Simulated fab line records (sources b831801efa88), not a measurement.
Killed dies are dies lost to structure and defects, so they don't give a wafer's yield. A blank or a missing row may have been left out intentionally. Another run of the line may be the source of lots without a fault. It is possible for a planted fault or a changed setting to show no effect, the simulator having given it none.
Problem report, 8D (eight disciplines) form, completed by code | flow gf180mcu | the parts of the form that need people (team, actions taken, sign-off) are left out

1. THE ISSUE
GF_HV_LDD_STRIP_22, oesProductAu: mean 0.953 a.u. on 3 wafers (1 lot); fault-free wafers 0.716 a.u., standard deviation 0.0042. Relative to the usual mean, that is a shift of +56 standard deviations.
The step: strips in O2/N2.
First observed at day 14 09:08: wafer L873.2, on plasmaAsher-02. The record holds 39 wafers of 13 lots with a number at this step. By rule, "out" or "out of limits" means more than 4 standard deviations away from the usual mean. All remaining wafers that have a number are taken as sound.

2. WHAT IT IS, AND WHAT IT ISN'T
question                    | is                     | is not
which readings at this step | oesProductAu           | drypumpMotorCurrentA, heaterPowerW
which lots                  | L873                   | L863, L864, L865, L866, L867, L868, L870, L871, L872, L874, L884, L885
which wafers of those lots  | all that have a number | -
read on which tools         | plasmaAsher-02         | plasmaAsher-01, plasmaAsher-03
when                        | from day 14 09:08      | up to then (27 sound wafers); but 9 sound wafers of L874, L884, L885 came after

3. WHAT RULES OUT EACH SUSPECT
Counting: a tool at a process step up to the reading stays a suspect if it ran every lot that is out and no sound lot after the first of them.
- plasmaAsher-02 at GF_HV_LDD_STRIP_22 (strips in O2/N2): kept. It ran the lot that is out, L873 (day 14 09:08), and no sound lot after that; its last sound lot up to then is L872 (day 14 00:01). On those wafers its own readings are out: oesProductAu.
The count leaves plasmaAsher-02 at GF_HV_LDD_STRIP_22.

4. THE CAUSE (what the simulator had put in)
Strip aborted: plasmaAsher-02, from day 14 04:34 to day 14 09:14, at GF_HV_LDD_STRIP_22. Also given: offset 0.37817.
Only this tool survived the counting.

5. THE CHAIN OF EFFECTS, in route order
Rows list readings where the struck wafers' mean (over those with a number) sits beyond 3 standard deviations from the usual. Scope: only readings with a usual standard deviation given in the record; hours: median across lots of the time from each lot's start at the first step in this table that gives one to its start at this step; sigmas: change in usual standard deviations.
hours | step               | reading              | usual      | on struck wafers | change | sigmas
0     | GF_HV_LDD_STRIP_22 | oesProductAu         | 0.716 a.u. | 0.953            | +0.237 | +56
22    | GF_HV_LDD_STRIP_37 | stripTimeToEndpointS | 12.63 s    | 13.42            | +0.79  | +20
The process steps in it:
- GF_HV_LDD_STRIP_22: strips in O2/N2.
- GF_HV_LDD_STRIP_37: strips in O2/N2.
Readings that are blank on the struck wafers while sound wafers have them: stripTimeToEndpointS at GF_HV_LDD_STRIP_22.
Later measuring or inspecting steps at which every struck wafer that the step has a row for has a number for every such reading, and none has moved that far: GF_HV_LDD_OVL_MEAS_32.

6. WHAT WOULD HAVE CAUGHT IT SOONER
In this record the first reading out of limits was taken at day 14 09:08, 5 hours after the fault began at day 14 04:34.
